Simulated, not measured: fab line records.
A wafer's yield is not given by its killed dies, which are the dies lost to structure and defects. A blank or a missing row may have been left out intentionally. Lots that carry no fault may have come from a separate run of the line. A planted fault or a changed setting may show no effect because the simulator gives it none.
2 desks, one fault	flow gf180mcu	only its own numbers are on each desk; what lay behind them is given at the end

FOR THE TOOL OWNER'S DESK: cmp-02
The tool's own readings at GF_STI_CMP_25 (polishes, stops on Si3N4, t overpolish 33 s, target thk 524.6 nm): means of the sampled wafers that have a number, for each lot that ran on this tool. Any lot whose mean is over 4 standard deviations away from the usual mean is out of limits and marked OUT; that distance is given in the brackets.
Columns: A = motor-current-A at GF_STI_CMP_25, usual 11.5 A; B = overpolish-run-s at GF_STI_CMP_25, usual 33.000 s; C = time-to-endpoint-s at GF_STI_CMP_25, usual 124 s
lot	first seen here	A	B	C
L136	day 2 08:04	11.6	33.003	121
L137	day 2 14:09	12.2	33.003	121
L138	day 2 18:56	11.6	32.992	204 (+18) OUT
L158	day 7 01:55	13.7	33.008	119
This desk's finding: out of limits on L138; first on L138, day 2 18:56 (time-to-endpoint-s at GF_STI_CMP_25). Within limits: L136, L137, L158.

THE METROLOGY DESK
What the gauges read for every lot (on any tool): the sampled wafers with a number, averaged. Any lot whose mean is over 4 standard deviations away from the usual mean is out of limits and marked OUT; that distance is given in the brackets.
Columns: A = MVSD_OVL at GF_MVSD_OVL_MEAS_07, usual -0.9 nm; B = VT_IMPLANT_TW at GF_VT_IMPLANT_TW_MEAS_10, usual 565; C = cd-nm at GF_POLY_GATE_CD_MEAS_10, usual 280.2 nm
lot	first seen here	A	B	C
L135	day 4 08:52	0.0	571	278.5
L136	day 4 14:43	-1.0	557	281.4
L137	day 4 22:12	-0.7	576	279.7
L138	day 5 01:45	-0.9	560	281.8
L139	day 5 07:37	-1.0	555	279.9
L145	day 6 19:56	1.2	554	279.9
L150	day 8 02:25	-0.2	576	280.8
L152	day 8 13:33	0.4	575	282.0
L154	day 8 22:56	-0.9	560	281.5
L155	day 9 07:12	0.1	553	279.5
L156	day 9 14:19	0.0	556	279.8
L157	day 9 17:36	-0.6	557	280.3
L158	day 9 21:25	-0.8	556	277.4
This desk's finding: nothing out of limits on any of the 13 lots.

PUT TOGETHER
On L138, at day 2 18:56, an alarm was possible from the tool owner's desk.
Nothing out of limits was seen by the metrology desk.
The metrology desk has L138 on record, within its limits.
On cmp-02, each named lot ran GF_STI_CMP_25.

WHAT HAD BEEN PUT IN BY THE SIMULATOR
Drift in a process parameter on cmp-02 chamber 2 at GF_STI_CMP_25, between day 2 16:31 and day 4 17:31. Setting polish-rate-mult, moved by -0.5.
Struck lots among those shown: L138.
How many hours passed from the start of the fault until each desk's first out-of-limits reading: the tool owner's desk, 2.
